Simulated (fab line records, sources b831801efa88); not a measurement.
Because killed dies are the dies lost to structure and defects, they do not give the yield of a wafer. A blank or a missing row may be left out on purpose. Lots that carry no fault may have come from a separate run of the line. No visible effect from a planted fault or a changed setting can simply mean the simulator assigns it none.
The tool behind it: which one? :: flow gf180mcu :: 13 lots with 39 wafers sampled at 4 steps, on a route of 602 steps

## WHAT THE GAUGES SHOWED, per wafer
GF_V5_THK_MEAS_03. Usual: for V5_CVD_02_THK the level is 1451 nm and the standard deviation is 18.
lot: L486
measured: day 26 04:14
on: film metro-03
V5_CVD_02_THK (nm): 1455 1466 1463
flag: 

lot: L487
measured: day 26 04:39
on: film metro-03
V5_CVD_02_THK (nm): 1394 1449 1430
flag: 

lot: L488
measured: day 27 07:02
on: film metro-03
V5_CVD_02_THK (nm): 1462 1469 1477
flag: 

lot: L490
measured: day 27 20:34
on: film metro-02
V5_CVD_02_THK (nm): 1448 1428 1444
flag: 

lot: L493
measured: day 28 18:50
on: film metro-03
V5_CVD_02_THK (nm): 1445 1444 1467
flag: 

lot: L492
measured: day 29 02:59
on: film metro-04
V5_CVD_02_THK (nm): 1427 1469 1442
flag: 

lot: L494
measured: day 29 07:20
on: film metro-02
V5_CVD_02_THK (nm): 1461 1481 1487
flag: 

lot: L496
measured: day 29 14:59
on: film metro-02
V5_CVD_02_THK (nm): 1440 1435 1435
flag: 

lot: L497
measured: day 30 00:14
on: film metro-02
V5_CVD_02_THK (nm): 1451 1465 1466
flag: 

lot: L498
measured: day 30 05:19
on: film metro-04
V5_CVD_02_THK (nm): 1432 1465 1466
flag: 

lot: L501
measured: day 31 05:29
on: film metro-03
V5_CVD_02_THK (nm): 1449 1452 1455
flag: 

lot: L505
measured: day 32 02:08
on: film metro-02
V5_CVD_02_THK (nm): 1462 1458 1479
flag: 

lot: L506
measured: day 32 09:49
on: film metro-03
V5_CVD_02_THK (nm): 1431 1462 1460
flag: 

GF_V5_THK_MEAS_25: measures by xrf. Usual: for V5_W_THK the level is 353 nm and the standard deviation is 5.6.
lot: L486
measured: day 27 02:34
on: film metro-04
V5_W_THK (nm): 350 357 355
flag: 

lot: L487
measured: day 27 02:56
on: film metro-02
V5_W_THK (nm): 353 359 348
flag: 

lot: L488
measured: day 28 04:21
on: film metro-02
V5_W_THK (nm): 357 350 350
flag: 

lot: L490
measured: day 28 18:13
on: film metro-02
V5_W_THK (nm): 352 356 351
flag: 

lot: L493
measured: day 29 16:01
on: film metro-02
V5_W_THK (nm): 350 360 356
flag: 

lot: L492
measured: day 29 23:16
on: film metro-02
V5_W_THK (nm): 367 359 355
flag: 

lot: L494
measured: day 30 03:12
on: film metro-02
V5_W_THK (nm): 348 345 346
flag: 

lot: L496
measured: day 30 10:35
on: film metro-02
V5_W_THK (nm): 348 349 348
flag: 

lot: L497
measured: day 30 20:04
on: film metro-02
V5_W_THK (nm): 342 348 349
flag: 

lot: L498
measured: day 31 01:13
on: film metro-04
V5_W_THK (nm): 360 359 369
flag: 

lot: L501
measured: day 32 00:20
on: film metro-02
V5_W_THK (nm): 352 352 348
flag: 

lot: L505
measured: day 32 21:25
on: film metro-02
V5_W_THK (nm): 357 360 352
flag: 

lot: L506
measured: day 33 04:20
on: film metro-03
V5_W_THK (nm): 347 345 344
flag: 

## WHAT TOOL EACH LOT RAN ON (gives the tool, then ch and the chambers of the sampled wafers, and finally the start)
lot: L486
GF_CONTACT_ETCH_16: rie diel-03 ch 0,1,3, day 16 07:31
GF_MIM_SPUTTER_02: pvd sputter-01, day 24 17:06

lot: L487
GF_CONTACT_ETCH_16: rie diel-01 ch 0,1,2, day 16 13:02
GF_MIM_SPUTTER_02: pvd sputter-02, day 24 23:32

lot: L488
GF_CONTACT_ETCH_16: rie diel-04 ch 0,2,3, day 16 18:29
GF_MIM_SPUTTER_02: pvd sputter-01, day 25 21:08

lot: L490
GF_CONTACT_ETCH_16: rie diel-03 ch 0,2,3, day 17 13:23
GF_MIM_SPUTTER_02: pvd sputter-02, day 26 02:51

lot: L493
GF_CONTACT_ETCH_16: rie diel-01 ch 0,2,3, day 18 18:32
GF_MIM_SPUTTER_02: pvd sputter-02, day 27 01:13

lot: L492
GF_CONTACT_ETCH_16: rie diel-01 ch 0,2, day 18 23:17
GF_MIM_SPUTTER_02: pvd sputter-04, day 27 10:03

lot: L494
GF_CONTACT_ETCH_16: rie diel-03 ch 0,1,3, day 19 03:10
GF_MIM_SPUTTER_02: pvd sputter-01, day 27 13:55

lot: L496
GF_CONTACT_ETCH_16: rie diel-01 ch 0,1,2, day 19 19:35
GF_MIM_SPUTTER_02: pvd sputter-02, day 27 22:19

lot: L497
GF_CONTACT_ETCH_16: rie diel-03 ch 1,2,3, day 20 05:02
GF_MIM_SPUTTER_02: pvd sputter-04, day 28 09:50

lot: L498
GF_CONTACT_ETCH_16: rie diel-03 ch 1,2, day 20 08:59
GF_MIM_SPUTTER_02: pvd sputter-02, day 28 14:18

lot: L501
GF_CONTACT_ETCH_16: rie diel-04 ch 0,1,2, day 21 15:28
GF_MIM_SPUTTER_02: pvd sputter-01, day 29 14:55

lot: L505
GF_CONTACT_ETCH_16: rie diel-03 ch 0,1,3, day 23 01:08
GF_MIM_SPUTTER_02: pvd sputter-04, day 30 12:37

lot: L506
GF_CONTACT_ETCH_16: rie diel-04 ch 1,3, day 23 09:17
GF_MIM_SPUTTER_02: pvd sputter-04, day 30 22:39
- GF_CONTACT_ETCH_16: etches BARC in N2/H2.
- GF_MIM_SPUTTER_02: material AlCu, target thk 450 nm, time 23.9 s.

## WHAT THE TOOLS THEMSELVES READ (means of the sampled wafers that have a number; where no wafer has one, the mark that the record gives instead)
GF_CONTACT_ETCH_16. Usual: drypump motor current A 5.6 A, standard deviation 0.38; h2 flow sccm 200.1 sccm, standard deviation 0.59; oes product au 0.854 a.u., standard deviation 0.0046; throttle valve pct 13.223 %, standard deviation 0.0092.
lot: L486
tool: rie diel-03
drypump motor current A (A): 5.4
h2 flow sccm (sccm): 200.2
oes product au (a.u.): 0.853
throttle valve pct (%): 13.219
flag: 

lot: L487
tool: rie diel-01
drypump motor current A (A): 5.6
h2 flow sccm (sccm): 199.5
oes product au (a.u.): 0.855
throttle valve pct (%): 13.225
flag: 

lot: L488
tool: rie diel-04
drypump motor current A (A): 5.6
h2 flow sccm (sccm): 200.1
oes product au (a.u.): 0.851
throttle valve pct (%): 13.226
flag: 

lot: L490
tool: rie diel-03
drypump motor current A (A): 5.4
h2 flow sccm (sccm): 200.1
oes product au (a.u.): 0.861
throttle valve pct (%): 13.226
flag: 

lot: L493
tool: rie diel-01
drypump motor current A (A): 5.7
h2 flow sccm (sccm): 199.7
oes product au (a.u.): 0.855
throttle valve pct (%): 13.231
flag: 

lot: L492
tool: rie diel-01
drypump motor current A (A): 5.6
h2 flow sccm (sccm): 200.0
oes product au (a.u.): 0.850
throttle valve pct (%): 13.222
flag: 

lot: L494
tool: rie diel-03
drypump motor current A (A): 5.4
h2 flow sccm (sccm): 200.3
oes product au (a.u.): 0.854
throttle valve pct (%): 13.230
flag: 

lot: L496
tool: rie diel-01
drypump motor current A (A): 5.7
h2 flow sccm (sccm): 200.3
oes product au (a.u.): 0.854
throttle valve pct (%): 13.226
flag: 

lot: L497
tool: rie diel-03
drypump motor current A (A): 5.5
h2 flow sccm (sccm): 200.9
oes product au (a.u.): 0.858
throttle valve pct (%): 13.225
flag: 

lot: L498
tool: rie diel-03
drypump motor current A (A): 5.6
h2 flow sccm (sccm): 200.4
oes product au (a.u.): 0.855
throttle valve pct (%): 13.220
flag: 

lot: L501
tool: rie diel-04
drypump motor current A (A): 5.6
h2 flow sccm (sccm): 200.2
oes product au (a.u.): 0.860
throttle valve pct (%): 13.226
flag: 

lot: L505
tool: rie diel-03
drypump motor current A (A): 5.4
h2 flow sccm (sccm): 200.1
oes product au (a.u.): 0.851
throttle valve pct (%): 13.228
flag: 

lot: L506
tool: rie diel-04
drypump motor current A (A): 6.3
h2 flow sccm (sccm): 199.5
oes product au (a.u.): 0.853
throttle valve pct (%): 13.219
flag: 

GF_MIM_SPUTTER_02. Usual: throttle valve pct 29.8 %, standard deviation 0.92.
lot: L486
tool: pvd sputter-01
throttle valve pct (%): 30.0
flag: 

lot: L487
tool: pvd sputter-02
throttle valve pct (%): 29.8
flag: 

lot: L488
tool: pvd sputter-01
throttle valve pct (%): 30.2
flag: 

lot: L490
tool: pvd sputter-02
throttle valve pct (%): 29.4
flag: 

lot: L493
tool: pvd sputter-02
throttle valve pct (%): 29.0
flag: 

lot: L492
tool: pvd sputter-04
throttle valve pct (%): 29.3
flag: 

lot: L494
tool: pvd sputter-01
throttle valve pct (%): 30.0
flag: 

lot: L496
tool: pvd sputter-02
throttle valve pct (%): 30.1
flag: 

lot: L497
tool: pvd sputter-04
throttle valve pct (%): 29.3
flag: 

lot: L498
tool: pvd sputter-02
throttle valve pct (%): 29.4
flag: 

lot: L501
tool: pvd sputter-01
throttle valve pct (%): 30.1
flag: 

lot: L505
tool: pvd sputter-04
throttle valve pct (%): 29.3
flag: 

lot: L506
tool: pvd sputter-04
throttle valve pct (%): 29.1
flag: 

## THE ANSWER, worked out from the rows above alone
Rule: a lot counts as off when the mean over its wafers that have a number is more than 3 standard deviations away from the usual mean. Also off: a lot with no number at a reading for which 4 or more lots have one. The other lots that the step has rows for count as sound. First the gauges in route order, then the tools' own readings, where a lot's mean is used as printed above. At the first step where some lot is off, the reading lying furthest off is the one used; lots without a number count as furthest.
None of the lots is off at any reading shown; this tells nothing.

## WHAT WAS PUT IN BY THE SIMULATOR
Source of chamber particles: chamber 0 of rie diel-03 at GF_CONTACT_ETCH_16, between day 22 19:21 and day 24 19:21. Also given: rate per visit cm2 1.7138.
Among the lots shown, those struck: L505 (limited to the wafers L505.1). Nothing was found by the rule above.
